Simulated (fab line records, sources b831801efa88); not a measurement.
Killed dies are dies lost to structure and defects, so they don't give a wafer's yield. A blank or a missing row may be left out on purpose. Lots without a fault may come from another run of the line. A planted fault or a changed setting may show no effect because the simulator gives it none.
Chamber matching | flow sky130 | SKY_VIA1_CMP_02 on cmp-01: 4 sister chambers
The step polishes SiO2. 17 wafers are shown with their chamber, then 8 later ones without.

WAFERS WITH THEIR CHAMBER
wafer  | chamber | motor_current_A (A)
L867.2 | 2       | 13.8
L867.4 | 0       | 12.2
L867.6 | 0       | 12.4
L872.2 | 1       | 12.3
L872.4 | 0       | 12.2
L872.5 | 2       | 13.2
L873.1 | 0       | 11.8
L873.6 | 2       | 13.1
L874.2 | 2       | 12.9
L874.5 | 2       | 13.5
L876.2 | 0       | 12.1
L876.3 | 2       | 13.6
L876.4 | 1       | 12.6
L883.1 | 2       | 13.4
L883.2 | 1       | 12.9
L883.3 | 3       | 12.8
L886.1 | 2       | 14.4

SIGNATURES (means of the wafers above)
reading         | chamber 0 | chamber 1 | chamber 2 | chamber 3 | scatter within a chamber
motor_current_A | 12.140    | 12.600    | 13.488    | 12.800    | 0.382
Rule: a wafer's distance from a chamber is the root of the sum, over the readings, of the square of ((its reading less the chamber's mean) divided by the reading's scatter). The wafer belongs to the nearest chamber; if the next one is less than 2 further off, it can't be placed. The scatter: the root of (the sum of the squares of (reading less its chamber's mean) over the shown wafers, divided by (wafers less chambers)).

WAFERS WITHOUT THEIR CHAMBER
wafer  | motor_current_A (A)
L886.5 | 13.0
L886.6 | 12.3
L890.1 | 12.7
L890.3 | 13.5
L890.6 | 12.5
L889.3 | 11.9
L889.4 | 13.1
L889.5 | 13.3

WHICH CHAMBER EACH WENT THROUGH
wafer  | from the rows above               | in truth
L886.5 | can't be placed: 3 or 1 or 2 or 0 | 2
L886.6 | can't be placed: 0 or 1 or 3      | 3
L890.1 | can't be placed: 1 or 3 or 0 or 2 | 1
L890.3 | can't be placed: 2 or 3           | 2
L890.6 | can't be placed: 1 or 3 or 0      | 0
L889.3 | can't be placed: 0 or 1 or 3      | 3
L889.4 | can't be placed: 3 or 2 or 1 or 0 | 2
L889.5 | can't be placed: 2 or 3 or 1      | 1
Placed correctly: 0 of 8. Can't be placed from these rows: 8 (the true chamber is among the candidates in 8). Placed wrongly: 0.
